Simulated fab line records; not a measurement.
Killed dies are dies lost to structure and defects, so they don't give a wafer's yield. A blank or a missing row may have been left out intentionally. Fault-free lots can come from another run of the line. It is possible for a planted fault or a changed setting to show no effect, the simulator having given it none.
Struck lot and sound lot, side by side | flow sky130 | 18 steps out of a route of 708
Sound: these wafers, L291.1, L291.3, L291.5. Wafers L306.3, L306.4, L306.5 were the ones struck. The cause is given at the end.
At each step with rows: each side's tool, then ch and its chambers, then its first start. Under that, the readings that differ: sound wafers | struck wafers | difference of the means | sigmas: that difference in standard deviations of wafers without a fault.
alike: words and numbers the same on both sides, and readings whose means are apart by under 2 such deviations; not compared: readings that were withheld, readings missing a value for some wafer, numbers with overlapping values and no deviation given by the record, and bounds like >300 which may hide the same value.
The two part at a step that has a row with sigmas, a row that says differs or no value, or rows on one side only. Numbers that have no deviation but don't overlap get no sigmas and don't part them. Lack of a reading on every wafer of one side parts them only where that side has two or more wafers.

first, 4 steps without rows for these wafers: SKY_LDD_HVP_SOFTBAKE_03 (time 60 s); SKY_LDD_HVP_EXPOSE_04 (exposes mask HVPTM, target cd 700 nm); SKY_LDD_HVP_PEB_05; SKY_LDD_HVP_DEVELOP_06 (develop time 60 s).
SKY_LDD_HVP_OVL_MEAS_07:
  struck on overlay-02, day 29 07:37; sound on overlay-01, day 24 17:09
  alike: LDD_HVP_OVL
following that, these wafers have no rows for 1 step: SKY_LDD_HVP_IMPLANT_08.
SKY_LDD_HVP_STRIP_09: strips in O2/N2.
  sound on plasma_asher-01 ch 0,1, day 24 17:20; struck on plasma_asher-02 ch 0,1, day 29 07:49
  alike: drypump_motor_current_A, oes_product_au, strip_time_to_endpoint_s
  not compared: rf_hours_counter_h
SKY_LDD_HVP_TW_MEAS_10:
  struck on film_metro-03, day 29 07:55; sound on film_metro-03, day 24 17:26
  alike: LDD_HVP_TW
then, 4 steps without rows for these wafers: SKY_LDD_LDN_DEHYDRATE_00 (time 60 s); SKY_LDD_LDN_HMDS_01 (prime time 60 s); SKY_LDD_LDN_COAT_02 (resist thk 1140 nm); SKY_LDD_LDN_SOFTBAKE_03 (time 60 s).
SKY_LDD_LDN_EXPOSE_04: exposes mask LDNTM, target cd 700 nm.
  sound on iline_stepper-01 ch 0, day 25 08:02; struck on iline_stepper-01 ch 0, day 29 21:29
  reading                         | sound                   | struck            | difference | sigmas
  model.LDD_LDN.overlay_x_nm (nm) | -0.3662 -0.3662 -0.3662 | 76.36 76.36 76.36 | +76.73     |
  alike: mask, focus_offset_nm, stage_vel_mm_s
then, 2 steps without rows for these wafers: SKY_LDD_LDN_PEB_05; SKY_LDD_LDN_DEVELOP_06 (develop time 60 s).
SKY_LDD_LDN_OVL_MEAS_07:
  struck on overlay-01, day 30 11:44; sound on overlay-01, day 25 23:15
  reading          | sound        | struck         | difference | sigmas
  LDD_LDN_OVL (nm) | 0.1 -1.3 0.1 | 76.6 77.0 76.6 | +77.1      | +55
following that, these wafers have no rows for 1 step: SKY_LDD_LDN_IMPLANT_08.
-- a jump in the record: the struck wafers' starts before and after are 20 days apart (it breaks off in module LDD_LDN and resumes in module PAD_OPEN, where the first step shown is number 708 of the route) --
SKY_PAD_OPEN_PROBE_99:
  struck on prober-02, day 50 16:07; sound on prober-01, day 47 22:17
  alike: killed_at_M0_to_M3, killed_at_M4_up, killed_at_contacts, killed_at_front_end, killed_at_other, killed_dies, killed_on_rim, killed_open, killed_short

== WHERE THEY PART ==
At SKY_LDD_LDN_OVL_MEAS_07 and nowhere else, as far as this record goes. Later steps at which nothing parts them and some readings are alike: SKY_PAD_OPEN_PROBE_99.

WHY: what the simulator had put in
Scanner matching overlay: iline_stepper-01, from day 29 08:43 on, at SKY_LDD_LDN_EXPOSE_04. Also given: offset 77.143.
